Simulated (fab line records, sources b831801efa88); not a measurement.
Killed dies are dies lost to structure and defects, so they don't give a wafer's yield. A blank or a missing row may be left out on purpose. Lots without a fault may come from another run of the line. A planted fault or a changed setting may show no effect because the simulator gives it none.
Which tool did it? | flow gf180mcu | 13 lots, 39 wafers sampled, at 6 steps of a route of 602

WHAT THE GAUGES READ, wafer by wafer
GF_HV_LDD_TW_MEAS_38.
lot  | measured     | on            | HV_LDD_3_TW
L644 | day 11 16:37 | film_metro-01 | 1434 1437 1437
L645 | day 12 02:59 | film_metro-01 | 1433 1438 1440
L647 | day 12 19:31 | film_metro-02 | 1438 1434 1437
L648 | day 13 02:55 | film_metro-02 | 1428 1439 1431
L650 | day 13 16:55 | film_metro-01 | 1437 1435 1435
L651 | day 14 00:43 | film_metro-04 | 1538 1529 1542
L652 | day 14 09:42 | film_metro-02 | 1425 1427 1431
L653 | day 14 15:13 | film_metro-01 | 1442 1432 1441
L654 | day 15 06:34 | film_metro-04 | 1530 1536 1524
L657 | day 16 04:07 | film_metro-04 | 1535 1532 1534
L663 | day 18 05:09 | film_metro-01 | 1433 1428 1435
L665 | day 18 16:13 | film_metro-04 | 1420 1429 1428
L666 | day 18 23:28 | film_metro-02 | 1419 1419 1422

GF_HV_LDD_RS_MEAS_53: measures by four-point-probe.
lot  | measured     | on            | HV_LDD_RS (ohm/sq)
L644 | day 12 11:53 | film_metro-02 | 419.2 419.9 419.5
L645 | day 12 22:49 | film_metro-04 | 419.4 418.7 417.7
L647 | day 13 15:47 | film_metro-04 | 418.1 417.9 417.2
L648 | day 13 23:55 | film_metro-04 | 418.9 418.2 417.8
L650 | day 14 14:40 | film_metro-02 | 419.5 420.7 419.6
L651 | day 14 21:34 | film_metro-01 | 398.8 399.5 400.3
L652 | day 15 06:59 | film_metro-02 | 419.1 419.0 419.0
L653 | day 15 14:06 | film_metro-04 | 418.0 417.5 417.9
L654 | day 16 04:36 | film_metro-01 | 401.0 400.4 400.4
L657 | day 17 03:29 | film_metro-02 | 400.8 401.3 400.1
L663 | day 19 05:49 | film_metro-04 | 419.7 418.7 419.3
L665 | day 19 17:11 | film_metro-01 | 418.5 420.0 418.1
L666 | day 20 00:41 | film_metro-04 | 417.5 417.9 419.8

GF_V1_THK_MEAS_03.
lot  | measured     | on            | V1_CVD_02_THK (nm)
L644 | day 17 05:05 | film_metro-03 | 856 845 864
L645 | day 17 16:27 | film_metro-03 | 834 854 857
L647 | day 18 16:23 | film_metro-01 | 858 844 852
L648 | day 19 00:35 | film_metro-03 | 837 851 857
L650 | day 19 17:28 | film_metro-02 | 836 847 871
L651 | day 20 00:34 | film_metro-02 | 832 843 852
L652 | day 20 10:08 | film_metro-02 | 850 862 843
L653 | day 20 18:50 | film_metro-01 | 821 834 852
L654 | day 21 09:50 | film_metro-03 | 848 864 855
L657 | day 22 09:29 | film_metro-01 | 833 837 841
L663 | day 24 10:31 | film_metro-03 | 836 819 835
L665 | day 24 21:01 | film_metro-03 | 839 852 867
L666 | day 25 02:49 | film_metro-02 | 834 852 848

WHICH TOOL RAN EACH LOT (tool, then ch and the chambers of the sampled wafers, then the start)
lot  | GF_HV_LDD_IMPLANT_35            | GF_M1_SPUTTER_02             | GF_M1_METAL_ETCH_16
L644 | implanter-02 ch 0, day 11 16:14 | pvd_sputter-03, day 16 05:42 | rie_metal-03 ch 0,1, day 17 04:11
L645 | implanter-02 ch 0, day 12 02:36 | pvd_sputter-02, day 16 17:22 | rie_metal-01 ch 0, day 17 15:35
L647 | implanter-03 ch 0, day 12 19:08 | pvd_sputter-01, day 17 15:20 | rie_metal-03 ch 0,1, day 18 15:29
L648 | implanter-03 ch 0, day 13 02:31 | pvd_sputter-02, day 17 23:53 | rie_metal-03 ch 0,1, day 18 23:43
L650 | implanter-02 ch 0, day 13 16:31 | pvd_sputter-01, day 18 15:46 | rie_metal-04 ch 1, day 19 16:29
L651 | implanter-02 ch 0, day 14 00:00 | pvd_sputter-03, day 18 22:49 | rie_metal-04 ch 1, day 19 23:35
L652 | implanter-03 ch 0, day 14 09:18 | pvd_sputter-02, day 19 08:34 | rie_metal-04 ch 0,1, day 20 09:17
L653 | implanter-02 ch 0, day 14 14:50 | pvd_sputter-03, day 19 18:08 | rie_metal-01 ch 0,1, day 20 17:58
L654 | implanter-03 ch 0, day 15 05:52 | pvd_sputter-03, day 20 09:04 | rie_metal-04 ch 0,1, day 21 08:55
L657 | implanter-02 ch 0, day 16 03:24 | pvd_sputter-02, day 21 08:36 | rie_metal-01 ch 0,1, day 22 08:37
L663 | implanter-02 ch 0, day 18 04:45 | pvd_sputter-03, day 23 11:02 | rie_metal-03 ch 0,1, day 24 09:37
L665 | implanter-03 ch 0, day 18 15:49 | pvd_sputter-02, day 23 21:10 | rie_metal-04 ch 0, day 24 20:10
L666 | implanter-03 ch 0, day 18 23:04 | pvd_sputter-01, day 24 04:28 | rie_metal-04 ch 0,1, day 25 01:58
- GF_HV_LDD_IMPLANT_35
- GF_M1_SPUTTER_02: material AlCu, target thk 450 nm, time 23.9 s.
- GF_M1_METAL_ETCH_16: etches the open film in Cl2/BCl3, stops on SiO2, target depth 750.8 nm, time 125.1 s.

WHAT THE TOOLS THEMSELVES READ (means of the sampled wafers that have a number; where no wafer has one, the mark that the record gives instead)
GF_M1_SPUTTER_02.
lot  | tool           | throttle_valve_pct (%)
L644 | pvd_sputter-03 | 29.9
L645 | pvd_sputter-02 | 30.1
L647 | pvd_sputter-01 | 30.1
L648 | pvd_sputter-02 | 29.6
L650 | pvd_sputter-01 | 29.9
L651 | pvd_sputter-03 | 30.1
L652 | pvd_sputter-02 | 29.7
L653 | pvd_sputter-03 | 28.9
L654 | pvd_sputter-03 | 30.4
L657 | pvd_sputter-02 | 30.0
L663 | pvd_sputter-03 | 29.0
L665 | pvd_sputter-02 | 29.6
L666 | pvd_sputter-01 | 30.1

GF_M1_METAL_ETCH_16.
lot  | tool         | drypump_motor_current_A (A) | oes_product_au (a.u.) | throttle_valve_pct (%)
L644 | rie_metal-03 | 5.2                         | 0.989                 | 28.232
L645 | rie_metal-01 | 6.1                         | 0.986                 | 28.225
L647 | rie_metal-03 | 5.1                         | 0.985                 | 28.222
L648 | rie_metal-03 | 5.1                         | 0.986                 | 28.226
L650 | rie_metal-04 | 6.5                         | 0.990                 | 28.222
L651 | rie_metal-04 | 6.5                         | 0.995                 | 28.224
L652 | rie_metal-04 | 5.8                         | 0.987                 | 28.231
L653 | rie_metal-01 | 5.6                         | 0.987                 | 28.232
L654 | rie_metal-04 | 6.1                         | 0.989                 | 28.238
L657 | rie_metal-01 | 5.9                         | 0.982                 | 28.236
L663 | rie_metal-03 | 5.2                         | 0.987                 | 28.239
L665 | rie_metal-04 | 5.4                         | 0.984                 | 28.232
L666 | rie_metal-04 | 6.1                         | 0.994                 | 28.229

THE ANSWER, worked out from the rows above alone
Rule: what is usual is taken from the lots themselves. Put in order of their means at a reading, lots are off if they are a third of the lots or fewer, leave a main group of 4 or more, and stand apart from it by a gap of 3 or more times the standard deviation of the main group's means; of several such gaps the widest counts. A main group whose means are all the same, to the digits that the tables above print for the reading, isn't used. A lot without any number at a reading at which 4 lots or more have one is off too. The other lots that the step has rows for count as sound. The gauges are gone through in route order, then the tools' own readings, and for those a lot's mean is taken as printed above. The first step at which some lot is off is used, and at that step the reading that is off furthest; a lot without a number counts as furthest.
Off: L651, L654, L657, at GF_HV_LDD_TW_MEAS_38 (HV_LDD_3_TW). The main group: mean 1432, standard deviation 5.6.
A tool fits if, at a process step before that reading, it ran every lot that is off, and no sound lot after the first of them. The gauges at GF_HV_LDD_TW_MEAS_38 aren't tried: what is off there is off at GF_HV_LDD_RS_MEAS_53 too, on other tools, and a gauge's error can't cause that. None of those tried fits.

WHAT THE SIMULATOR HAD PUT IN
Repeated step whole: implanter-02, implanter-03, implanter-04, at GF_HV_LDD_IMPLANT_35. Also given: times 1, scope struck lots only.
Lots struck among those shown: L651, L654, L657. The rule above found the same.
